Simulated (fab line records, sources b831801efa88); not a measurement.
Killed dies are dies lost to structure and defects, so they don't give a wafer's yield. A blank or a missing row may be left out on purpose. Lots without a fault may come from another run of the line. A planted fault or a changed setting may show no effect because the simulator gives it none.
Chamber matching | flow gf180mcu | GF_V5_CMP_26 on cmp-01: 4 sister chambers
The step polishes, stops on SiO2, t overpolish 15 s, target thk 0 nm. 18 wafers are shown with their chamber, then 9 later ones without.

WAFERS WITH THEIR CHAMBER
wafer  | chamber | motor_current_A (A) | time_to_endpoint_s (s) | retaining_ring_pressure_frac
L674.1 | 3       | 12.2                | 92                     | 1.006
L674.2 | 1       | 11.2                | 90                     | 0.996
L674.6 | 1       | 11.2                | 92                     | 0.998
L678.3 | 3       | 12.4                | 91                     | 1.002
L678.4 | 0       | 11.2                | 87                     | 0.997
L678.6 | 0       | 12.1                | 87                     | 1.002
L682.2 | 1       | 10.7                | 89                     | 0.997
L682.4 | 0       | 11.4                | 88                     | 1.000
L682.6 | 0       | 12.0                | 85                     | 1.003
L683.2 | 3       | 12.5                | 86                     | 0.998
L683.5 | 2       | 10.3                | 79                     | 1.002
L683.6 | 3       | 12.7                | 87                     | 0.997
L684.2 | 2       | 10.5                | 80                     | 1.001
L684.3 | 3       | 12.6                | 87                     | 0.991
L684.4 | 1       | 11.3                | 90                     | 0.995
L691.1 | 2       | 10.6                | 77                     | 0.997
L691.2 | 3       | 12.9                | 86                     | 0.990
L691.5 | 0       | 11.9                | 85                     | 1.005

SIGNATURES (means of the wafers above)
reading                      | chamber 0 | chamber 1 | chamber 2 | chamber 3 | scatter within a chamber
motor_current_A              | 11.720    | 11.100    | 10.467    | 12.550    | 0.292
time_to_endpoint_s           | 86.40     | 90.25     | 78.67     | 88.17     | 1.92
retaining_ring_pressure_frac | 1.00140   | 0.99650   | 1.00000   | 0.99733   | 0.0042
Rule: a wafer's distance from a chamber is the root of the sum, over the readings, of the square of ((its reading less the chamber's mean) divided by the reading's scatter). The wafer belongs to the nearest chamber; if the next one is less than 2 further off, it can't be placed. The scatter: the root of (the sum of the squares of (reading less its chamber's mean) over the shown wafers, divided by (wafers less chambers)).

WAFERS WITHOUT THEIR CHAMBER
wafer  | motor_current_A (A) | time_to_endpoint_s (s) | retaining_ring_pressure_frac
L692.1 | 10.2                | 79                     | 0.999
L692.3 | 12.4                | 90                     | 1.001
L692.4 | 10.7                | 87                     | 1.006
L695.1 | 12.5                | 90                     | 1.014
L695.3 | 9.8                 | 81                     | 0.998
L695.5 | 10.3                | 76                     | 0.994
L696.1 | 10.6                | 80                     | 0.998
L696.3 | 11.8                | 87                     | 1.004
L696.6 | 12.0                | 84                     | 1.001

WHICH CHAMBER EACH WENT THROUGH
wafer  | from the rows above          | in truth
L692.1 | 2                            | 2
L692.3 | can't be placed: 3 or 0      | 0
L692.4 | can't be placed: 1 or 0 or 2 | 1
L695.1 | can't be placed: 3 or 0      | 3
L695.3 | 2                            | 2
L695.5 | 2                            | 2
L696.1 | 2                            | 2
L696.3 | 0                            | 0
L696.6 | can't be placed: 0 or 3      | 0
Placed correctly: 5 of 9. Can't be placed from these rows: 4 (the true chamber is among the candidates in 4). Placed wrongly: 0.
